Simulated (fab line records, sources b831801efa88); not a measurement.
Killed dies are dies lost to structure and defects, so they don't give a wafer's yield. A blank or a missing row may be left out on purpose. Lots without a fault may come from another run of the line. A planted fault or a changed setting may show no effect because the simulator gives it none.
One fault seen from 2 desks | flow sky130 | each desk has only its own numbers; what lay behind them comes last

THE TOOL OWNER'S DESK: furnace-02
The tool's own readings at SKY_GATE_OXIDE_OXIDATION_01 (stabilise 600 s, purge 300 s, target thk 10.268 nm): means of the sampled wafers that have a number, for each lot that ran on this tool. A lot is out of limits, marked OUT, if its mean lies more than 4 standard deviations from the usual mean; the brackets give that distance.
Columns: A = spike_tc_bottom_C at SKY_GATE_OXIDE_OXIDATION_01, usual 917.9 C; B = spike_tc_centre_C at SKY_GATE_OXIDE_OXIDATION_01, usual 900.4 C; C = spike_tc_lower_C at SKY_GATE_OXIDE_OXIDATION_01, usual 901.1 C; D = spike_tc_top_C at SKY_GATE_OXIDE_OXIDATION_01, usual 908.4 C; E = spike_tc_upper_C at SKY_GATE_OXIDE_OXIDATION_01, usual 900.4 C; F = tube_center_temp_C at SKY_GATE_OXIDE_OXIDATION_01, usual 900 C; G = tube_center_temp_C_max at SKY_GATE_OXIDE_OXIDATION_01, usual 902.4
lot  | first seen here | A                | B               | C               | D               | E               | F                     | G
L996 | day 13 05:20    | 919.8            | 900.6           | 902.1           | 908.5           | 900.9           | 900                   | 902.8
L998 | day 13 13:28    | 898.4 (-9.8) OUT | 879.7 (-19) OUT | 881.2 (-17) OUT | 887.7 (-22) OUT | 880.8 (-20) OUT | 879 (-99 or more) OUT | 881.4 (-54) OUT
L100 | day 14 01:32    | 897.6 (-10) OUT  | 879.3 (-19) OUT | 880.8 (-17) OUT | 887.9 (-21) OUT | 880.7 (-20) OUT | 879 (-99 or more) OUT | 881.9 (-53) OUT
L109 | day 17 18:41    | 919.9            | 900.1           | 902.0           | 909.6           | 900.5           | 900                   | 902.4
L110 | day 18 00:32    | 918.8            | 900.6           | 901.2           | 908.8           | 900.5           | 900                   | 902.2
L111 | day 18 00:32    | 918.5            | 901.4           | 901.5           | 908.1           | 900.2           | 900                   | 902.1
L113 | day 18 09:09    | 918.6            | 899.9           | 901.6           | 908.6           | 900.2           | 900                   | 902.5
L114 | day 18 16:01    | 918.4            | 901.3           | 901.3           | 908.2           | 901.4           | 900                   | 902.6
L115 | day 19 09:53    | 919.7            | 901.1           | 901.5           | 908.9           | 901.0           | 900                   | 902.1
This desk's finding: out of limits on L100, L998; first on L998, day 13 13:28 (spike_tc_bottom_C at SKY_GATE_OXIDE_OXIDATION_01). In limits: L996, L109, L110, L111, L113, L114, L115.

THE METROLOGY DESK
What the gauges read, lot by lot, whatever tool the lot ran on: means of the sampled wafers that have a number. A lot is out of limits, marked OUT, if its mean lies more than 4 standard deviations from the usual mean; the brackets give that distance.
Columns: A = VT_ADJUST_PCH_TW at SKY_VT_ADJUST_PCH_TW_MEAS_10, usual 143.2; B = SONOS_ONO_CVD_04_THK at SKY_SONOS_ONO_THK_MEAS_05, usual 5.66 nm; C = GATE_OXIDE_OXIDATION_00_THK at SKY_GATE_OXIDE_THK_MEAS_02, usual 10.35 nm
lot  | first seen here | A     | B    | C
L996 | day 11 03:17    | 142.4 | 5.60 | 10.33
L998 | day 11 13:13    | 142.4 | 5.55 | 7.95 (-16) OUT
L100 | day 12 04:56    | 143.0 | 5.59 | 8.12 (-15) OUT
L107 | day 14 18:28    | 143.2 | 5.67 | 10.18
L106 | day 14 18:48    | 143.7 | 5.69 | 10.45
L109 | day 15 03:22    | 142.8 | 5.54 | 10.48
L110 | day 15 06:55    | 143.4 | 5.52 | 10.28
L111 | day 15 08:53    | 142.8 | 5.56 | 10.36
L113 | day 15 19:07    | 142.8 | 5.70 | 10.20
L114 | day 16 01:10    | 143.5 | 5.83 | 10.22
L115 | day 16 13:34    | 143.4 | 5.51 | 10.14
This desk's finding: out of limits on L100, L998; first on L998, day 13 14:53 (GATE_OXIDE_OXIDATION_00_THK at SKY_GATE_OXIDE_THK_MEAS_02). In limits: L996, L107, L106, L109, L110, L111, L113, L114, L115.

PUT TOGETHER
The tool owner's desk could have raised an alarm at day 13 13:28, on L100, L998.
The metrology desk could have raised an alarm at day 13 14:53, on L100, L998.
Of the lots named, all ran SKY_GATE_OXIDE_OXIDATION_01 on furnace-02.

WHAT THE SIMULATOR HAD PUT IN
Process parameter drift: furnace-02, from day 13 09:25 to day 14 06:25, at SKY_GATE_OXIDE_OXIDATION_01. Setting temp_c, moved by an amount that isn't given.
Lots struck among those shown: L100, L998.
Hours from the fault's start to each desk's first reading out of limits: the tool owner's desk, 4; the metrology desk, 5.
